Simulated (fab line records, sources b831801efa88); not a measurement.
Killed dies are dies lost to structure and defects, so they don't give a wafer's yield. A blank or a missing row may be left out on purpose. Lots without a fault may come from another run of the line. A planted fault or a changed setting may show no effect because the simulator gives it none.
Chamber matching | flow sky130 | SKY_CONTACT_CMP_04 on cmp-01: 4 sister chambers
The step polishes SiO2. 8 wafers are shown with their chamber, then 9 later ones without.

WAFERS WITH THEIR CHAMBER
wafer  | chamber | motor_current_A (A) | slurry_filter_dp_kPa (kPa)
L916.5 | 1       | 12.6                | 13.46
L922.5 | 2       | 11.3                | 13.50
L922.6 | 1       | 13.4                | 13.23
L928.5 | 2       | 11.5                | 13.52
L930.6 | 0       | 10.7                | 13.43
L931.1 | 0       | 11.6                | 13.65
L931.2 | 3       | 11.3                | 13.23
L931.5 | 3       | 11.5                | 13.24

WAFERS WITHOUT THEIR CHAMBER
wafer  | motor_current_A (A) | slurry_filter_dp_kPa (kPa)
L933.1 | 11.4                | 13.28
L933.4 | 12.1                | 13.59
L933.6 | 10.9                | 13.64
L934.2 | 12.3                | 13.72
L934.3 | 11.1                | 13.61
L934.6 | 12.1                | 13.42
L936.1 | 11.1                | 13.60
L936.4 | 12.6                | 13.30
L936.6 | 10.9                | 13.41

WHICH CHAMBER EACH WENT THROUGH
wafer  | from the rows above               | in truth
L933.1 | can't be placed: 3 or 2 or 0      | 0
L933.4 | can't be placed: 2 or 0 or 1 or 3 | 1
L933.6 | can't be placed: 0 or 2           | 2
L934.2 | can't be placed: 2 or 0 or 1 or 3 | 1
L934.3 | can't be placed: 0 or 2           | 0
L934.6 | can't be placed: 2 or 1 or 3 or 0 | 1
L936.1 | can't be placed: 0 or 2           | 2
L936.4 | can't be placed: 1 or 3           | 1
L936.6 | can't be placed: 0 or 2 or 3      | 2
Placed correctly: 0 of 9. Can't be placed from these rows: 9 (the true chamber is among the candidates in 9). Placed wrongly: 0.
How it was worked out, from the rows above alone: a wafer's distance from a chamber is the root of the sum, over the readings, of the square of ((its reading less the chamber's mean) divided by the reading's scatter). The wafer belongs to the nearest chamber; if the next one is less than 2 further off, it can't be placed. A chamber's mean is the mean of its shown wafers. The scatter: the root of (the sum of the squares of (reading less its chamber's mean) over the shown wafers, divided by (wafers less chambers)).
